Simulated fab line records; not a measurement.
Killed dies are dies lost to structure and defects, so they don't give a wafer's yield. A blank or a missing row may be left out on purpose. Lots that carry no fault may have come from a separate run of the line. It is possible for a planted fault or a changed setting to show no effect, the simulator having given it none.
Which of the tools did it? :: flow sky130 :: 36 wafers sampled from 12 lots at 1 step of a route of 708

== WHAT THE GAUGES SHOWED, per wafer ==
SKY_CONTACT_CD_MEAS_14: the cd target is 170 nm.
lot: L573
measured: day 32 22:10
on: cd-sem-01
cd-nm (nm): 170.3 167.8 169.7

lot: L577
measured: day 33 02:17
on: cd-sem-02
cd-nm (nm): 168.6 169.0 167.2

lot: L575
measured: day 33 02:44
on: cd-sem-02
cd-nm (nm): 170.9 170.1 170.0

lot: L578
measured: day 33 15:26
on: cd-sem-01
cd-nm (nm): 169.3 170.7 170.5

lot: L579
measured: day 33 15:38
on: cd-sem-02
cd-nm (nm): 169.7 170.6 169.8

lot: L582
measured: day 35 19:05
on: cd-sem-01
cd-nm (nm): 171.6 169.9 171.9

lot: L584
measured: day 35 21:56
on: cd-sem-01
cd-nm (nm): 169.7 170.3 169.1

lot: L590
measured: day 36 22:41
on: cd-sem-01
cd-nm (nm): 166.9 167.2 167.7

lot: L593
measured: day 38 05:55
on: cd-sem-01
cd-nm (nm): 171.0 171.0 170.2

lot: L594
measured: day 38 06:34
on: cd-sem-02
cd-nm (nm): 171.7 172.0 170.0

lot: L592
measured: day 38 06:54
on: cd-sem-02
cd-nm (nm): 170.5 171.6 169.9

lot: L595
measured: day 38 09:32
on: cd-sem-01
cd-nm (nm): 171.5 169.6 169.1

== EACH LOT AND THE TOOL THAT RAN IT (in order: tool; ch and the chambers of the sampled wafers; start) ==
The record holds no process step before these readings.

== WHAT THE TOOLS THEMSELVES READ (means of the sampled wafers that have a number; where no wafer has one, the mark that the record gives instead) ==
The record holds no such reading with a usual standard deviation.

== THE ANSWER, worked out from the rows above alone ==
Rule: what is usual is taken from the lots themselves. Put in order of their means at a reading, lots are off if they are a third of the lots or fewer, leave a main group of 4 or more, and stand apart from it by a gap of 3 or more times the standard deviation of the main group's means; of several such gaps the widest counts. Not used: any main group whose means are identical at the precision the tables above print for the reading. Also off: a lot with no number at a reading for which 4 or more lots have one. The other lots that the step has rows for count as sound. Order of review: gauges by route order, followed by the tools' own readings, for which a lot's mean as printed above is used. At the first step where some lot is off, the reading lying furthest off is the one used; lots without a number count as furthest.
Nothing can be told from this: no lot is off at any reading shown.

== WHAT THE SIMULATOR PUT IN ==
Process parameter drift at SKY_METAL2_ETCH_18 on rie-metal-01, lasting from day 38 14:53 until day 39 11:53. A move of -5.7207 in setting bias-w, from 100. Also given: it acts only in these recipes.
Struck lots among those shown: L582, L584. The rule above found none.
